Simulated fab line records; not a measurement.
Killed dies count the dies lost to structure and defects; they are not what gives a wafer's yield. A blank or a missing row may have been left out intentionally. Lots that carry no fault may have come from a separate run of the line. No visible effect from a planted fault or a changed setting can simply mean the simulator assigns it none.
Struck lot and sound lot, side by side -- flow sky130 -- 16 steps out of a route of 708
Sound: wafers L129.4, L129.5, L129.6. Wafers struck: L134.2, L134.4, L134.6. At the end, the cause is stated.
At each step with rows: each side's tool, then ch and its chambers, then its first start. Under that, the readings that differ: sound wafers -- struck wafers -- difference of the means -- sigmas: that difference in standard deviations of wafers without a fault.
alike: readings with means less than 2 such deviations apart, plus words and numbers identical on both sides. not compared: withheld readings, readings lacking a value on some wafer, bounds such as >300 that could conceal the same value, and numbers that have no deviation in the record and whose values overlap.
Wherever a step has rows on one side only, a row that says differs or no value, or a row with sigmas, the two part there. When numbers do not overlap yet have no deviation, they are printed without sigmas and do not part them. A reading that every wafer of one side lacks parts them only if that side has two wafers or more.

SKY_FIELD_ISO_THK_MEAS_04:
  sound on filmMetro-03 at day 4 08:43; struck on filmMetro-02 at day 5 11:58
  alike: FIELD_ISO_CVD_03_THK
then, 8 steps without rows for these wafers: SKY_FIELD_ISO_DEHYDRATE_05 (time 60 s); SKY_FIELD_ISO_HMDS_06 (prime time 60 s); SKY_FIELD_ISO_COAT_07 (resist thk 60 nm); SKY_FIELD_ISO_COAT_08 (resist thk 450 nm); SKY_FIELD_ISO_SOFTBAKE_09 (time 90 s); SKY_FIELD_ISO_EXPOSE_10 (exposes mask FOM, target cd 150 nm); SKY_FIELD_ISO_PEB_11; SKY_FIELD_ISO_DEVELOP_12 (develop time 60 s).
SKY_FIELD_ISO_CD_MEAS_13 targets a cd of 150 nm.
  sound on cdSem-01 at day 5 02:00; struck on cdSem-02 at day 6 05:43
  alike: cdNm
SKY_FIELD_ISO_ETCH_14: etches BARC in N2/H2, stops on SiO2, time 45.9 s, target depth 60 nm.
  sound on rieDiel-03 ch 0,3, day 5 02:04; struck on rieDiel-04 ch 0,1, day 6 05:49
reading,sound,struck,difference,sigmas
n2FlowSccm (sccm),99.88 100.51 99.87,99.35 99.61 99.71,-0.53,-2
  alike: drypumpMotorCurrentA, oesProductAu, throttleValvePct
  not compared: rfHoursCounterH
SKY_FIELD_ISO_ETCH_15: etches the open film in CHF3/O2, stops on Si, target depth 180 nm, time 70.96 s.
  sound on rieDiel-03 ch 0,3, day 5 02:06; struck on rieDiel-04 ch 0,1, day 6 05:51
  alike: drypumpMotorCurrentA, oesProductAu, throttleValvePct
  not compared: rfHoursCounterH
SKY_FIELD_ISO_STRIP_16: strips in O2/N2.
  sound on plasmaAsher-03 ch 0,1, day 5 02:11; struck on plasmaAsher-04 ch 1, day 6 05:55
  no value came back on the struck wafers for any of 5 readings (chamberPressureMTorr (mTorr), drypumpMotorCurrentA (A) and others); on the sound wafers chamberPressureMTorr (mTorr) reads 1501.1 1499.5 1497.7
reading,sound,struck,difference,sigmas
model.KrF-thick_of_FIELD_ISO_COAT_08.thkNm (nm),0 0 0,237.7 239.3 236.1,+237.7,
  not compared: rfHoursCounterH
SKY_FIELD_ISO_ETCH_17: etches Si in HBr/Cl2/O2, target depth 342 nm, time 97.7 s.
  sound on rieSi-02 ch 0,1,2, day 5 02:16; struck on rieSi-01 ch 0,2, day 6 06:01
reading,sound,struck,difference,sigmas
model.KrF-thick_of_FIELD_ISO_COAT_08.thkNm (nm),0 0 0,123.7 125.9 122,+123.9,
  alike: drypumpMotorCurrentA, heBacksideLeakSccm, oesProductAu, throttleValvePct
  not compared: rfHoursCounterH
then, 1 step without rows for these wafers: SKY_FIELD_ISO_WET_ETCH_18 (etches Si3N4 in H3PO4, target depth 25 nm, time 286 s).
-- a jump in the record: the struck wafers' starts before and after are 44 days apart (it breaks off in module FIELD_ISO and resumes in module PAD_OPEN, where the first step shown is number 708 of the route) --
SKY_PAD_OPEN_PROBE_99:
  sound on prober-02 at day 49 11:19; struck on prober-01 at day 50 03:00
reading,sound,struck,difference,sigmas
killedAtFrontEnd,23 20 14,421 420 414,+399,+99 or more
killedDies,102 99 100,492 492 492,+392,+41
killedOnRim,23 15 18,96 96 96,+77,+20
  alike: killed_at_M0_to_M3, killed_at_M4_up, killedAtContacts, killedAtOther, killedOpen, killedShort

== WHERE THEY PART ==
At SKY_FIELD_ISO_ETCH_14 first; at SKY_PAD_OPEN_PROBE_99 last (within this record only).

WHY: what had been put in by the simulator
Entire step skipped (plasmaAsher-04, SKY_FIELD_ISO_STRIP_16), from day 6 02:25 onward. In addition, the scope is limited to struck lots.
